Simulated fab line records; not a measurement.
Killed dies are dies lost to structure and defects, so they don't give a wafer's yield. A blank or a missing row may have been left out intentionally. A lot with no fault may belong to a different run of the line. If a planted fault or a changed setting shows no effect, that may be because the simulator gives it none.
Struck lot and sound lot, side by side || flow sky130 || 34 out of 708 route steps
Sound: the wafers L898.1, L898.3, L898.6. Struck: wafer L892.2 (left out: L892.6, a lot-mate that was not struck); the cause follows at the end.
Each step with rows lists, per side, the tool, then ch with its chambers, then its first start. Under that, the readings that differ: sound wafers || struck wafers || difference of the means || sigmas: that difference in standard deviations of wafers without a fault.
alike: readings whose means differ by less than 2 such deviations, and words and numbers that are the same on both sides. not compared: withheld readings, readings that some wafer has no value for, bounds like >300 that may hide the same value, and numbers for which the record gives no deviation and whose values overlap.
The two part at a step that has a row with sigmas, a row that says differs or no value, or rows on one side only. When numbers do not overlap yet have no deviation, they are printed without sigmas and do not part them. A reading missing from all wafers of one side parts the sides only when that side holds two or more wafers.

first, 8 steps without rows for these wafers: SKY_LOCAL_INTERCONNECT_ETCH_13 (etches BARC in N2/H2, stops on SiO2, time 45.9 s, target depth 60 nm); SKY_LOCAL_INTERCONNECT_METAL_ETCH_14 (etches TiN in Cl2/BCl3, stops on PSG, target depth 110 nm, time 31.4 s); SKY_LOCAL_INTERCONNECT_STRIP_15 (strips in O2/N2); SKY_LOCAL_INTERCONNECT_STRIP_16 (strips in post etch residue remover, time 1200 s); SKY_LOCAL_INTERCONNECT_CLEAN_17 (cleans in IPA, time 180 s); SKY_LOCAL_INTERCONNECT_CLEAN_18 (cleans in O3/DIW); SKY_CONTACT_CVD_00 (deposits Si3N4, target thk 75 nm); SKY_CONTACT_HDPCVD_02 (deposits SiO2, target thk 565 nm, time 94.2 s).
SKY_CONTACT_CMP_04: polishes SiO2.
  sound on cmp-01 ch 2,3, day 38 16:16; struck on cmp-01 ch 3, day 33 02:53
{"reading": "time to endpoint s (s)", "sound": "89 82 77", "struck": 102, "difference": "+19", "sigmas": "+3"}
{"reading": "model.SiO2_of_CONTACT_HDPCVD_02.thk nm (nm)", "sound": "340.7 338.6 338.4", "struck": 415.5, "difference": "+76.3", "sigmas": ""}
  alike: head pressure psi, motor current A
then, 9 steps without rows for these wafers: SKY_CONTACT_DEHYDRATE_06 (time 60 s); SKY_CONTACT_HMDS_07 (prime time 60 s); SKY_CONTACT_COAT_08 (resist thk 60 nm); SKY_CONTACT_COAT_09 (resist thk 450 nm); SKY_CONTACT_SOFTBAKE_10 (time 90 s); SKY_CONTACT_EXPOSE_11 (exposes mask CTM1, target cd 170 nm); SKY_CONTACT_PEB_12; SKY_CONTACT_DEVELOP_13 (develop time 60 s); SKY_CONTACT_ETCH_16 (etches BARC in N2/H2, stops on SiO2, time 45.9 s, target depth 60 nm).
SKY_CONTACT_ETCH_17: etches SiO2 in C4F8/O2/Ar, stops on Si3N4, target depth 340 nm.
  sound on rie diel-01 ch 0,1,2, day 39 17:38; struck on rie diel-03 ch 2, day 34 06:41
{"reading": "oes product au (a.u.)", "sound": "0.901 0.890 0.895", "struck": 0.997, "difference": "+0.102", "sigmas": "+20"}
{"reading": "model.etch.depth nm (nm)", "sound": "340.7 338.6 338.4", "struck": 411.4, "difference": "+72.2", "sigmas": ""}
{"reading": "model.CONTACT.feature depth nm (nm)", "sound": "340.7 338.6 338.4", "struck": 411.4, "difference": "+72.2", "sigmas": ""}
then, 13 steps without rows for these wafers: SKY_CONTACT_ETCH_18 (etches Si3N4 in CHF3/O2, stops on TiN, time 39 s, target depth 75 nm); SKY_CONTACT_STRIP_19 (strips in O2/N2); SKY_CONTACT_STRIP_20 (strips in post etch residue remover, time 1200 s); SKY_CONTACT_CLEAN_21 (cleans in IPA, time 180 s); SKY_CONTACT_CLEAN_22 (cleans in O3/DIW); SKY_CONTACT_SPUTTER_23 (material TiN, target thk 20 nm, time 80 s); SKY_CONTACT_CVD_24 (deposits W, target thk 340 nm, time 102.12 s); SKY_CONTACT_CMP_27 (polishes, stops on SiO2, t overpolish 15 s, target thk 0 nm); SKY_METAL1_SPUTTER_00 (material Ti, target thk 15 nm, time 10 s); SKY_METAL1_SPUTTER_01 (material TiN, target thk 20 nm, time 16.7 s); SKY_METAL1_SPUTTER_02 (material AlCu, target thk 250 nm, time 13.3 s); SKY_METAL1_SPUTTER_03 (material Ti, target thk 5 nm, time 3.3 s); SKY_METAL1_SPUTTER_04 (material TiN, target thk 70 nm, time 58.3 s).
SKY_METAL1_METAL_ETCH_19: etches the open film in Cl2/BCl3, stops on SiO2, target depth 360 nm, time 78 s.
  sound on rie metal-02 ch 1, day 40 21:30; struck on rie metal-01 ch 0, day 35 11:45
{"reading": "model.SiO2_of_CONTACT_HDPCVD_02.thk nm (nm)", "sound": "326.4 324.4 324.2", "struck": 401.7, "difference": "+76.7", "sigmas": ""}
  alike: drypump motor current A, oes product au, throttle valve pct
  not compared: rf hours counter h
-- the record jumps here: 13 days lie between the struck wafers' starts before and after (it left off in module METAL1 and takes up again in module PAD_OPEN, whose first step shown is number 708 of the route) --
SKY_PAD_OPEN_PROBE_99:
  sound on prober-01, day 52 05:02; struck on prober-02, day 48 11:39
{"reading": "killed at contacts", "sound": "21 13 22", "struck": 141, "difference": "+122", "sigmas": "+24"}
{"reading": "killed dies", "sound": "76 81 82", "struck": 199, "difference": "+119", "sigmas": "+13"}
  alike: killed_at_M0_to_M3, killed_at_M4_up, killed at front end, killed at other, killed on rim, killed open, killed short

== WHERE THEY PART ==
Earliest at SKY_CONTACT_CMP_04; latest, in this record, at SKY_PAD_OPEN_PROBE_99.

WHY: whatever the simulator had introduced
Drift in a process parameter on cmp-01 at SKY_CONTACT_CMP_04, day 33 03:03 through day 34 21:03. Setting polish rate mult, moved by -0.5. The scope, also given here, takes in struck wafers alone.
